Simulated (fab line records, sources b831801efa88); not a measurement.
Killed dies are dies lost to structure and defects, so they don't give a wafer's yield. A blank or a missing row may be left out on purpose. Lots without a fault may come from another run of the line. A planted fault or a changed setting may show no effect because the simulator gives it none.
Chamber matching | flow gf180mcu | GF_M5_ETCH_09 on rie_diel-04: 4 sister chambers
The step etches Si3N4 in CF4/O2, target depth 52 nm, time 11.6 s. 16 wafers are shown with their chamber, then 8 later ones without.

WAFERS WITH THEIR CHAMBER
wafer  | chamber | drypump_motor_current_A (A) | oes_product_au (a.u.) | throttle_valve_pct (%)
L074.2 | 3       | 5.9                         | 1.006                 | 5.958
L074.4 | 1       | 6.0                         | 1.005                 | 5.955
L074.6 | 2       | 5.4                         | 1.006                 | 5.977
L075.2 | 3       | 5.9                         | 0.999                 | 5.954
L075.3 | 2       | 5.4                         | 1.011                 | 5.983
L075.6 | 1       | 6.0                         | 1.003                 | 5.968
L078.3 | 2       | 5.4                         | 1.019                 | 5.964
L078.4 | 0       | 5.6                         | 1.013                 | 5.982
L078.6 | 1       | 6.0                         | 1.019                 | 5.990
L085.1 | 2       | 5.4                         | 1.009                 | 5.965
L085.2 | 3       | 5.9                         | 1.000                 | 5.962
L085.3 | 1       | 6.0                         | 1.009                 | 5.973
L085.4 | 3       | 5.9                         | 1.007                 | 5.985
L085.5 | 1       | 6.0                         | 1.016                 | 5.981
L085.6 | 2       | 5.3                         | 1.008                 | 5.972
L089.1 | 0       | 5.6                         | 0.996                 | 5.972

SIGNATURES (means of the wafers above)
reading                 | chamber 0 | chamber 1 | chamber 2 | chamber 3 | scatter within a chamber
drypump_motor_current_A | 5.600     | 6.000     | 5.380     | 5.900     | 0.0258
oes_product_au          | 1.00450   | 1.01040   | 1.01060   | 1.00300   | 0.00637
throttle_valve_pct      | 5.97700   | 5.97340   | 5.97220   | 5.96475   | 0.0115
Rule: a wafer's distance from a chamber is the root of the sum, over the readings, of the square of ((its reading less the chamber's mean) divided by the reading's scatter). The wafer belongs to the nearest chamber; if the next one is less than 2 further off, it can't be placed. The scatter: the root of (the sum of the squares of (reading less its chamber's mean) over the shown wafers, divided by (wafers less chambers)).

WAFERS WITHOUT THEIR CHAMBER
wafer  | drypump_motor_current_A (A) | oes_product_au (a.u.) | throttle_valve_pct (%)
L089.5 | 5.6                         | 0.993                 | 5.972
L089.6 | 6.0                         | 1.010                 | 5.969
L090.2 | 5.9                         | 1.003                 | 5.967
L090.3 | 5.4                         | 1.007                 | 5.988
L090.5 | 5.4                         | 1.005                 | 5.969
L093.3 | 5.9                         | 1.017                 | 5.987
L093.4 | 5.9                         | 1.012                 | 5.996
L093.6 | 5.6                         | 1.008                 | 5.976

WHICH CHAMBER EACH WENT THROUGH
wafer  | from the rows above     | in truth
L089.5 | 0                       | 0
L089.6 | 1                       | 1
L090.2 | 3                       | 3
L090.3 | 2                       | 2
L090.5 | 2                       | 2
L093.3 | can't be placed: 3 or 1 | 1
L093.4 | can't be placed: 3 or 1 | 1
L093.6 | 0                       | 0
Placed correctly: 6 of 8. Can't be placed from these rows: 2 (the true chamber is among the candidates in 2). Placed wrongly: 0.
